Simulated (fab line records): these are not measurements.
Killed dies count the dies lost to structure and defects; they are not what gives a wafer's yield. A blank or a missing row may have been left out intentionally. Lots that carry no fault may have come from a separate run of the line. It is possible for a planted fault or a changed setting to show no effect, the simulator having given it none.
Comparing a struck lot with a sound one -- flow gf180mcu -- 16 steps out of a route of 602
Sound: these wafers, L995.4, L995.5, L995.6. The struck wafers were L103.1, L103.5, L103.6. The cause is named last.
Per side, at each step with rows, come the tool, then ch with its chambers, and then its first start. Under that, the readings that differ: sound wafers -- struck wafers -- difference of the means -- sigmas: that difference in standard deviations of wafers without a fault.
alike: same words and numbers on both sides, and readings whose means sit less than 2 such deviations apart. not compared: any withheld reading, any reading some wafer has no value for, any bound like >300 that may hide the same value, and any number with overlapping values for which the record gives no deviation.
The two part at a step that has a row with sigmas, a row that says differs or no value, or rows on one side only. Non-overlapping numbers with no deviation appear without sigmas and do not part them. Lack of a reading on every wafer of one side parts them only where that side has two or more wafers.

first, 3 steps without rows for these wafers: GF_V4_EXPOSE_11 (exposes mask Via4, target cd 260 nm); GF_V4_PEB_12 (peb time 90 s); GF_V4_DEVELOP_13 (develop time 60 s).
GF_V4_CD_MEAS_14: target cd 260 nm.
  sound on cd_sem-02 at day 26 19:20; struck on cd_sem-01 at day 29 07:52
  alike: cd_nm
GF_V4_OVL_MEAS_15:
  sound on overlay-01 at day 26 19:25; struck on overlay-01 at day 29 07:59
  alike: V4_OVL
GF_V4_ETCH_16: etches BARC in N2/H2.
  sound on rie_diel-04 ch 2,3, day 26 19:26; struck on rie_diel-01 ch 1,2,3, day 29 08:02
  alike: bias_w, drypump_motor_current_A, oes_product_au, throttle_valve_pct
GF_V4_ETCH_17: etches SiO2 in C4F8/O2/Ar, stops on TiN, target depth 630 nm.
  sound on rie_diel-04 ch 2,3; struck on rie_diel-01 ch 1,2,3
  alike: bias_w, oes_product_au
GF_V4_STRIP_18: strips in O2/N2.
  sound on plasma_asher-04 ch 0,1, day 26 19:35; struck on plasma_asher-04 ch 0,1, day 29 08:10
  alike: drypump_motor_current_A, heater_power_w, oes_product_au
  not compared: rf_hours_counter_h
then, 2 steps without rows for these wafers: GF_V4_STRIP_19 (strips in post etch residue remover, time 1200 s); GF_V4_CLEAN_20 (cleans in DIW).
GF_V4_SPUTTER_21: material Ti, target thk 15 nm, time 80.02 s.
  sound on pvd_sputter-01 at day 26 20:05; struck on pvd_sputter-03 at day 29 08:41
  alike: throttle_valve_pct
GF_V4_SPUTTER_22: material TiN, target thk 10 nm, time 40 s.
  sound on pvd_sputter-01 at day 26 20:09; struck on pvd_sputter-03 at day 29 08:45
  alike: throttle_valve_pct
GF_V4_CVD_23: deposits W, target thk 350 nm, time 104.9 s.
  sound on cvd_w-01 ch 0,1, day 26 20:14; struck on cvd_w-01 ch 0,1, day 29 08:47
  no value came back on the struck wafers for chamber_pressure_Torr (Torr), heater_power_outer_w (W), heater_power_w (W); on the sound wafers chamber_pressure_Torr (Torr) reads 39.86 39.97 39.98
GF_V4_RS_MEAS_24: a four-point-probe measurement.
  sound on film_metro-04 at day 26 20:22; struck on film_metro-03 at day 29 08:54
reading,sound,struck,difference,sigmas
V4_W_RS (ohm/sq),0.331 0.330 0.329,43.907 44.131 44.325,+43.791,+99 or more
GF_V4_THK_MEAS_25: measures by xrf.
  sound on film_metro-04 at day 26 20:27; struck on film_metro-03 at day 29 09:01
reading,sound,struck,difference,sigmas
V4_W_THK (nm),345 346 345,<0 <0 <0,differs,
GF_V4_CMP_26: polishes, stops on SiO2, t overpolish 15 s, target thk 0 nm.
  sound on cmp-02 ch 2,3, day 26 20:32; struck on cmp-02 ch 0,2,3, day 29 09:14
reading,sound,struck,difference,sigmas
time_to_endpoint_s (s),78 81 78,2 0 0,-78,-23
  alike: motor_current_A

## WHERE THEY PART
Earliest at GF_V4_CVD_23; latest, in this record, at GF_V4_CMP_26.

WHY: whatever the simulator had introduced
Beginning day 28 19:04, the whole step at GF_V4_CVD_23 was skipped on cvd_w-01. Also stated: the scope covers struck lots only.
